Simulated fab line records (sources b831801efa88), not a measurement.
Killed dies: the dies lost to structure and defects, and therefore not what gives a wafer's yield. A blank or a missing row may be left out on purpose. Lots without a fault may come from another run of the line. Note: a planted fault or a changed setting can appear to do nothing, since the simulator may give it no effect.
fab line records	flow sky130
[record] lots = 5	wafers = 15	last-day = 50
route steps=708 shown VT_ADJUST_PCH@146 SONOS_TUNNEL@154 PAD_OPEN@708
lots that met no fault: taken from a fault-free run of the same line
start-h: hours from the record's first day to the start of the lot's first wafer shown	wait-h: time in hours since the lot's previous step	" unchanged from the row above	L1.1+2: several wafers, shown together as one row	- no value, or no start given	* or withheld: withheld	< > ~ a bound
route shown NAME@n: NAME is a module with steps in the file, n the number in the route of the first one	usual: mean/standard deviation taken from wafers without a fault	same: alike in all rows	chamber/n: place in a boat	sites: readings site by site	_std_site: standard deviation across them	_edge_site: outer sites' mean less inner sites'	radius-mm: how far each site lies from the wafer's centre	mask NAME#n: copy n	behind: the most recent tool/chamber to have shaped the wafer	hold: why the lot was held/for how many hours/how that ended	device: transistor that didn't switch, given as n, p or np	end of line: the route-end tests of the same wafers	where a step has no rows: the recipe by itself	killed: the dies lost at the first sort to structure and to defects; this is not the yield of the wafer	map: the dies of a wafer, with x for killed, . for not killed, _ for no die there
set.NAME: the setting as run; set.NAME@STEP: as run at that earlier step	model.NAME: the simulator's own value behind a step, which no gauge read
a table for each step, a row for each wafer; lots at some steps of the route
services: a tool's chamber out of use, with start hour (start-h, from the record's first day; less than 0 if before it), hours out, and reason
[[steps]]
[step SKY_VT_ADJUST_PCH_SOFTBAKE_03]
[recipe] temp-c = 110	time-s = withheld
[step SKY_VT_ADJUST_PCH_EXPOSE_04]
[recipe] mask-id = NWM	na = 0.6	source-shape = conventional	sigma-outer = 0.6	polarization = unpolarized	target-cd-nm = 840	dose-mj = 255
[step SKY_VT_ADJUST_PCH_PEB_05]
[recipe] temp-c = 115	time-s = withheld
[step SKY_VT_ADJUST_PCH_DEVELOP_06]
[recipe] wall-angle-deg = 90	developer = TMAH	develop-time-s = 60	dev-temp-c = 23
[step SKY_VT_ADJUST_PCH_OVL_MEAS_07]
[usual] VT_ADJUST_PCH_OVL = -0.5/1.1
lot.wafer	tool	chamber	start-h	wait-h	VT_ADJUST_PCH_OVL[nm]
L648.3	overlay-01	-	301.17	-	-2.7
L648.4	"	-	"	"	-3.1
L648.5	"	-	"	"	-2.5
L649.1	overlay-01	-	309.12	-	1.1
L649.2	"	-	"	"	0.8
L649.6	"	-	"	"	0.2
L651.2	overlay-01	-	324.38	-	-0.7
L651.4	"	-	"	"	-0.6
L651.5	"	-	"	"	-0.7
L660.2	overlay-02	-	397.56	-	-2.6
L660.4	"	-	"	"	-1.8
L660.5	"	-	"	"	-2.9
L661.1	overlay-02	-	409.01	-	-0.9
L661.5	"	-	"	"	0.0
L661.6	"	-	"	"	-0.8
[step SKY_VT_ADJUST_PCH_IMPLANT_08]
[recipe] species = B	energy-kev = 10	dose-cm2 = 5e+11	tilt-deg = withheld
[step SKY_VT_ADJUST_PCH_STRIP_09]
[recipe] chemistry = O2/N2	power-w = 1400	pressure-mtorr = 1500	platen-temp-c = withheld	o2-flow-sccm = 3000	n2-flow-sccm = 300	overash-fraction = 0.5
[usual] chamber-pressure-mTorr = 1500.0/1.3	drypump-motor-current-A = 5.6/0.46	oes-product-au = 0.723/0.0045	strip-time-to-endpoint-s = 36.86/0.095
lot.wafer	tool	chamber	start-h	wait-h	chamber-pressure-mTorr	drypump-motor-current-A	oes-product-au	rf-hours-counter-h	strip-time-to-endpoint-s
L648.3	plasma-asher-02	0	301.38	0.1	1498.1	6.3	0.720	-	36.70
L648.4	"	1	"	"	1499.7	5.5	0.722	-	36.78
L648.5	"	0	"	"	1499.0	6.4	0.721	-	36.82
L649.1	plasma-asher-03	0	309.31	0.1	1502.7	5.5	0.719	50	37.02
L649.2	"	1	"	"	1501.5	5.3	0.713	50	37.03
L649.6	"	1	"	"	1498.2	5.4	0.723	-	37.01
L651.2	plasma-asher-02	1	324.56	0.1	1499.4	5.6	0.728	60	36.84
L651.4	"	0	"	"	1500.7	6.3	0.722	-	36.75
L651.5	"	0	"	"	1498.4	6.3	0.723	-	36.82
L660.2	plasma-asher-02	0	397.74	0.1	1499.4	6.4	0.715	66	36.91
L660.4	"	1	"	"	1500.7	5.6	0.717	-	36.86
L660.5	"	0	"	"	1500.6	6.3	0.724	-	36.89
L661.1	plasma-asher-02	1	409.19	0.1	1500.2	5.6	0.729	67	36.89
L661.5	"	1	"	"	1498.7	5.6	0.724	-	36.82
L661.6	"	0	"	"	1498.7	6.3	0.721	-	36.89
[step SKY_VT_ADJUST_PCH_TW_MEAS_10]
[usual] VT_ADJUST_PCH_TW = 142.4/0.67
lot.wafer	tool	chamber	start-h	wait-h	VT_ADJUST_PCH_TW
L648.3	film-metro-01	-	301.46	0.1	141.3
L648.4	"	-	"	"	141.5
L648.5	"	-	"	"	141.4
L649.1	film-metro-04	-	309.41	0.1	142.3
L649.2	"	-	"	"	142.2
L649.6	"	-	"	"	143.1
L651.2	film-metro-01	-	324.67	0.1	141.8
L651.4	"	-	"	"	141.5
L651.5	"	-	"	"	140.8
L660.2	film-metro-04	-	397.85	0.1	142.9
L660.4	"	-	"	"	141.7
L660.5	"	-	"	"	142.7
L661.1	film-metro-04	-	409.29	0.1	143.0
L661.5	"	-	"	"	142.9
L661.6	"	-	"	"	142.3
[step SKY_SONOS_TUNNEL_DEHYDRATE_00]
[recipe] temp-c = 200	time-s = 60
[step SKY_SONOS_TUNNEL_HMDS_01]
[recipe] prime-time-s = 60	prime-temp-c = 120
[step SKY_SONOS_TUNNEL_COAT_02]
[recipe] resist = NOVOLAK	spin-rpm = 3000	resist-thk-nm = 1140
[step SKY_SONOS_TUNNEL_SOFTBAKE_03]
[recipe] temp-c = 90	time-s = 60	resist = NOVOLAK
[step SKY_SONOS_TUNNEL_EXPOSE_04]
[recipe] mask-id = TUNM	na = 0.6	source-shape = conventional	sigma-outer = 0.6	polarization = unpolarized	target-cd-nm = 410	dose-mj = 136
lot.wafer	tool	chamber	start-h	wait-h	mask
L648.3+4+5	iline-stepper-02	0	314.56	-	TUNM#0
L649.1+2+6	iline-stepper-01	0	322.95	-	TUNM#0
L651.2+4+5	iline-stepper-02	0	337.92	-	NWM#0
L660.2+4+5	iline-stepper-01	0	413.32	-	TUNM#0
L661.1+5+6	iline-stepper-01	0	424.40	-	TUNM#0
[step SKY_SONOS_TUNNEL_PEB_05]
[recipe] temp-c = withheld	time-s = *	resist = NOVOLAK
[step SKY_SONOS_TUNNEL_DEVELOP_06]
[recipe] resist = NOVOLAK	developer = TMAH	develop-time-s = 60	dev-temp-c = 23
[step SKY_SONOS_TUNNEL_CD_MEAS_07]
[recipe] target-cd-nm = 410
[usual] cd-nm = 410.4/2.5
lot.wafer	tool	chamber	start-h	wait-h	cd-nm
L648.3	cd-sem-01	-	327.67	0.2	409.0
L648.4	"	-	"	"	408.5
L648.5	"	-	"	"	410.6
L649.1	cd-sem-02	-	335.82	0.1	414.9
L649.2	"	-	"	"	412.8
L649.6	"	-	"	"	413.4
L651.2	cd-sem-02	-	352.00	0.1	-
L651.4	"	-	"	"	-
L651.5	"	-	"	"	-
L660.2	cd-sem-01	-	427.29	0.1	415.3
L660.4	"	-	"	"	415.0
L660.5	"	-	"	"	412.7
L661.1	cd-sem-01	-	439.57	0.1	408.9
L661.5	"	-	"	"	410.2
L661.6	"	-	"	"	407.7
[step SKY_SONOS_TUNNEL_OVL_MEAS_08]
[usual] SONOS_TUNNEL_OVL = 0.0/1.5
lot.wafer	tool	chamber	start-h	wait-h	SONOS_TUNNEL_OVL[nm]
L648.3	overlay-02	-	327.76	0.1	-0.8
L648.4	"	-	"	"	-0.6
L648.5	"	-	"	"	-0.6
L649.1	overlay-02	-	335.94	0.1	-1.5
L649.2	"	-	"	"	-1.0
L649.6	"	-	"	"	-1.2
L651.2	overlay-01	-	352.11	0.1	-
L651.4	"	-	"	"	-
L651.5	"	-	"	"	-
L660.2	overlay-01	-	427.40	0.1	1.1
L660.4	"	-	"	"	1.0
L660.5	"	-	"	"	1.3
L661.1	overlay-01	-	439.69	0.1	-0.9
L661.5	"	-	"	"	-1.8
L661.6	"	-	"	"	-1.1
[step SKY_SONOS_TUNNEL_IMPLANT_09]
[recipe] species = B	energy-kev = 20	dose-cm2 = 1e+12	tilt-deg = withheld
[step SKY_SONOS_TUNNEL_WET_ETCH_10]
[recipe] chemistry = dHF	target-depth-nm = 14	target = SiO2	dilution = 100:1	temp-c = 25	time-s = 280
[step SKY_SONOS_TUNNEL_STRIP_11]
[recipe] chemistry = SPM	time-s = 600	temp-c = 130
[step SKY_SONOS_TUNNEL_TW_MEAS_12]
[usual] SONOS_TUNNEL_TW = 196.6/1.2
lot.wafer	tool	chamber	start-h	wait-h	SONOS_TUNNEL_TW
L648.3	film-metro-04	-	328.21	0.0	197.4
L648.4	"	-	"	"	195.9
L648.5	"	-	"	"	195.3
L649.1	film-metro-04	-	336.40	0.0	196.5
L649.2	"	-	"	"	196.2
L649.6	"	-	"	"	197.1
L651.2	film-metro-01	-	352.58	0.0	29.7
L651.4	"	-	"	"	29.8
L651.5	"	-	"	"	29.7
L660.2	film-metro-02	-	427.87	0.0	196.6
L660.4	"	-	"	"	197.3
L660.5	"	-	"	"	197.2
L661.1	film-metro-02	-	440.15	0.0	195.3
L661.5	"	-	"	"	197.0
L661.6	"	-	"	"	196.5
[step SKY_SONOS_TUNNEL_CLEAN_13]
[recipe] chemistry = dHF	time-s = 20	dilution = 100:1	dry = ipa-marangoni
[step SKY_PAD_OPEN_PROBE_99]
[usual] killed_at_M0_to_M3 = 43/7.1	killed_at_M4_up = 3.1/1.7	killed-at-contacts = 23/5.1	killed-at-front-end = 14/4.4	killed-at-other = 0.3/0.47	killed-dies = 84/9.9	killed-on-rim = 16/3.8	killed-open = 45/6.6	killed-short = 38/6.8
[same] gross-dies = 492	killed-at-back-side = 0
lot.wafer	tool	chamber	start-h	wait-h	killed_at_M0_to_M3	killed_at_M4_up	killed-at-contacts	killed-at-front-end	killed-at-other	killed-dies	killed-on-rim	killed-open	killed-short
L648.3	prober-01	-	1138.53	0.2	47	4	21	14	0	86	19	53	33
L648.4	prober-01	-	1138.58	0.2	46	4	24	13	0	87	14	48	39
L648.5	prober-01	-	1138.63	0.2	49	1	24	8	0	82	21	47	35
L649.1	prober-02	-	1143.80	0.1	52	3	23	19	0	97	17	58	39
L649.2	prober-02	-	1143.85	0.1	46	3	31	9	0	89	16	52	37
L649.6	prober-02	-	1144.05	0.2	51	1	28	12	0	92	20	49	43
L651.2	prober-02	-	1155.99	0.1	41	2	24	425	0	492	96	42	39
L651.4	prober-02	-	1156.09	0.2	53	5	10	424	0	492	96	37	38
L651.5	prober-02	-	1156.14	0.2	43	3	27	418	1	492	96	44	44
L660.2	prober-01	-	1198.25	0.1	40	4	18	14	0	76	17	36	40
L660.4	prober-01	-	1198.35	0.2	48	5	43	16	0	112	21	60	52
L660.5	prober-01	-	1198.40	0.2	47	4	16	8	0	75	14	41	34
L661.1	prober-02	-	1202.99	0.1	35	1	23	11	0	70	9	36	34
L661.5	prober-02	-	1203.19	0.2	46	4	20	13	0	83	21	46	37
L661.6	prober-02	-	1203.24	0.2	34	1	28	15	0	78	17	45	33
// killed by level:class
L648.3 VIA2:geometric-particle:open=11 CONTACT:geometric-particle:open=10 VIA1:geometric-particle:open=10 VIA3:geometric-particle:open=6 METAL1:geometric-particle:short=6 POLY_GATE:geometric-particle:short=4 LI_CONTACT:geometric-particle:open=4 METAL2:geometric-particle:short=4
L648.4 VIA1:geometric-particle:open=10 CONTACT:geometric-particle:open=8 METAL1:geometric-particle:short=7 METAL2:geometric-particle:short=6 LI_CONTACT:geometric-particle:open=5 VIA2:geometric-particle:open=5 VIA3:geometric-particle:open=5 CONTACT:geometric-particle:short=4
L648.5 VIA1:geometric-particle:open=13 LI_CONTACT:geometric-particle:open=10 METAL1:geometric-particle:short=7 VIA3:geometric-particle:open=6 VIA2:geometric-particle:open=6 LI_CONTACT:geometric-particle:short=5 CONTACT:geometric-particle:open=5 VIA1:geometric-particle:short=4
L649.1 VIA1:geometric-particle:open=19 CONTACT:geometric-particle:open=10 METAL1:geometric-particle:short=8 POLY_GATE:geometric-particle:open=6 LI_CONTACT:geometric-particle:open=6 POLY_GATE:geometric-particle:short=5 METAL2:geometric-particle:short=5 FIELD_ISO:geometric-particle:open=4
L649.2 CONTACT:geometric-particle:open=16 VIA3:geometric-particle:open=9 LI_CONTACT:geometric-particle:open=7 VIA1:geometric-particle:open=7 VIA2:geometric-particle:open=7 CONTACT:geometric-particle:short=5 METAL3:geometric-particle:short=5 VIA3:geometric-particle:short=4
L649.6 VIA1:geometric-particle:open=14 CONTACT:geometric-particle:open=11 VIA3:geometric-particle:open=9 LOCAL_INTERCONNECT:geometric-particle:short=7 VIA2:geometric-particle:open=6 LI_CONTACT:geometric-particle:open=5 VIA1:geometric-particle:short=5 POLY_GATE:geometric-particle:short=4
L651.2 SONOS_TUNNEL:area-expose=411 CONTACT:geometric-particle:open=10 VIA1:geometric-particle:open=10 VIA3:geometric-particle:open=7 METAL2:geometric-particle:short=6 METAL1:geometric-particle:short=6 CONTACT:geometric-particle:short=5 FIELD_ISO:geometric-particle:short=4
L651.4 SONOS_TUNNEL:area-expose=417 VIA1:geometric-particle:open=17 VIA1:geometric-particle:short=9 METAL1:geometric-particle:short=8 METAL2:geometric-particle:short=7 LI_CONTACT:geometric-particle:open=3 CONTACT:geometric-particle:short=3 CONTACT:geometric-particle:open=3
L651.5 SONOS_TUNNEL:area-expose=404 VIA1:geometric-particle:open=10 CONTACT:geometric-particle:open=8 METAL1:geometric-particle:short=8 LOCAL_INTERCONNECT:geometric-particle:short=7 VIA3:geometric-particle:open=6 CONTACT:geometric-particle:short=6 METAL2:geometric-particle:short=6
L660.2 METAL1:geometric-particle:short=11 VIA1:geometric-particle:open=8 METAL2:geometric-particle:short=7 VIA2:geometric-particle:open=6 FIELD_ISO:geometric-particle:short=4 LI_CONTACT:geometric-particle:open=4 CONTACT:geometric-particle:open=4 METAL4:geometric-particle:short=4
L660.4 CONTACT:geometric-particle:open=17 VIA1:geometric-particle:open=13 LI_CONTACT:geometric-particle:open=10 CONTACT:geometric-particle:short=10 METAL1:geometric-particle:short=8 VIA3:geometric-particle:open=7 FIELD_ISO:geometric-particle:short=5 POLY_GATE:geometric-particle:short=5
L660.5 VIA1:geometric-particle:open=10 VIA3:geometric-particle:open=8 METAL1:geometric-particle:short=6 LI_CONTACT:geometric-particle:open=5 VIA3:geometric-particle:short=5 METAL2:geometric-particle:short=5 CONTACT:geometric-particle:open=4 CONTACT:geometric-particle:short=4
L661.1 LI_CONTACT:geometric-particle:open=8 VIA2:geometric-particle:open=7 CONTACT:geometric-particle:open=6 LOCAL_INTERCONNECT:geometric-particle:short=5 METAL1:geometric-particle:short=5 VIA1:geometric-particle:open=5 VIA1:geometric-particle:short=4 POLY_GATE:geometric-particle:short=3
L661.5 VIA1:geometric-particle:open=15 CONTACT:geometric-particle:open=7 METAL2:geometric-particle:short=7 FIELD_ISO:geometric-particle:open=5 CONTACT:geometric-particle:short=5 METAL1:geometric-particle:short=4 LI_CONTACT:geometric-particle:open=4 LOCAL_INTERCONNECT:geometric-particle:short=4
L661.6 LI_CONTACT:geometric-particle:open=10 CONTACT:geometric-particle:open=8 VIA1:geometric-particle:open=7 METAL1:geometric-particle:short=7 VIA2:geometric-particle:open=7 LI_CONTACT:geometric-particle:short=5 FIELD_ISO:geometric-particle:open=4 VIA3:geometric-particle:open=4
// map L651.2 (x killed, . not)
__________xxxxxxxxxx_________
________xxxxxxxxxxxxxx_______
______xxxxxxxxxxxxxxxxxx_____
_____xxxxxxxxxxxxxxxxxxxx____
____xxxxxxxxxxxxxxxxxxxxxx___
___xxxxxxxxxxxxxxxxxxxxxxxx__
__xxxxxxxxxxxxxxxxxxxxxxxxxx_
_xxxxxxxxxxxxxxxxxxxxxxxxxxxx
_xxxxxxxxxxxxxxxxxxxxxxxxxxxx
_xxxxxxxxxxxxxxxxxxxxxxxxxxxx
_xxxxxxxxxxxxxxxxxxxxxxxxxxxx
_xxxxxxxxxxxxxxxxxxxxxxxxxxxx
_xxxxxxxxxxxxxxxxxxxxxxxxxxxx
_xxxxxxxxxxxxxxxxxxxxxxxxxxxx
_xxxxxxxxxxxxxxxxxxxxxxxxxxxx
__xxxxxxxxxxxxxxxxxxxxxxxxxx_
___xxxxxxxxxxxxxxxxxxxxxxxx__
____xxxxxxxxxxxxxxxxxxxxxx___
_____xxxxxxxxxxxxxxxxxxxx____
______xxxxxxxxxxxxxxxxxx_____
________xxxxxxxxxxxxxx_______
__________xxxxxxxxxx_________
// map L648.4 (x killed, . not)
__________.........._________
________x....x...x..x._______
______...x...........x.._____
_____x..x.........x.....x____
____....xx..x.x........x..___
___.......x.....x.xx.....x.__
__..............x.....x...x._
_.x.........x.......x........
_x..x.........xx..x...x..x...
_..x...x...x......x.x......x.
_.......x.....x.......x..x...
_.xx.........x.x.x..x........
_...........xx.x.............
_......xx.x....x...x.......x.
_....xx...............x......
__.x..x...x.......x........._
___....x...xx.x....xxxx....__
____.x.x.xx...............___
_____...x....x...........____
______..x..x.......x...._____
________.....x.x..x..._______
__________x.....x..._________
[[services]]
tool	chamber	start-h	hours	kind
iline-stepper-02	-	332.56	1.7	pm
plasma-asher-03	-	335.24	3.8	repair
plasma-asher-02	-	340.88	13.8	repair
iline-stepper-01	-	355.92	3.2	repair
iline-stepper-01	-	370.88	1.7	pm
plasma-asher-02	-	421.25	9.0	pm
plasma-asher-02	0	421.25	9.0	vent-cycle
plasma-asher-02	1	421.25	9.0	vent-cycle
[[key]]
[first-sign] step = SKY_SONOS_TUNNEL_EXPOSE_04	reading = mask	direction = changed
[effect] step = SKY_SONOS_TUNNEL_CD_MEAS_07	reading = cd-nm	direction = missing
[effect] step = SKY_SONOS_TUNNEL_OVL_MEAS_08	reading = SONOS_TUNNEL_OVL	direction = missing
[effect] step = SKY_SONOS_TUNNEL_TW_MEAS_12	reading = SONOS_TUNNEL_TW	direction = down	sigmas = 99+	usual = 196.6	struck = 29.8
[effect] step = SKY_PAD_OPEN_PROBE_99	reading = killed-at-front-end	direction = up	sigmas = 94	usual = 14	struck = 422
[more-kills-born-at] SKY_SONOS_TUNNEL_EXPOSE_04@iline-stepper-02 = 1232
met-at SKY_SONOS_TUNNEL_EXPOSE_04
struck-wafers L651.2,L651.4,L651.5
later-rows-left-out L651.2,L651.4,L651.5
tester-left-out L651
onset-between 314.56 337.92
[fault] kind = wrong-mask	tool = any	chamber = -	onset-h = 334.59	steps = SKY_SONOS_TUNNEL_EXPOSE_04	aux-copy = NWM#0	scope = struck-lots-only
// tester-left-out: of these lots the tester's yield and bins aren't shown, on N5 and GAA mostly nor the transistor test; their killed dies are dies lost to structure and defects alone, not to doping, threshold or leakage, so they don't give the yield
// later-rows-left-out: the simulator's readings of these wafers behind a module that went badly wrong aren't trusted and aren't shown, but for the sort
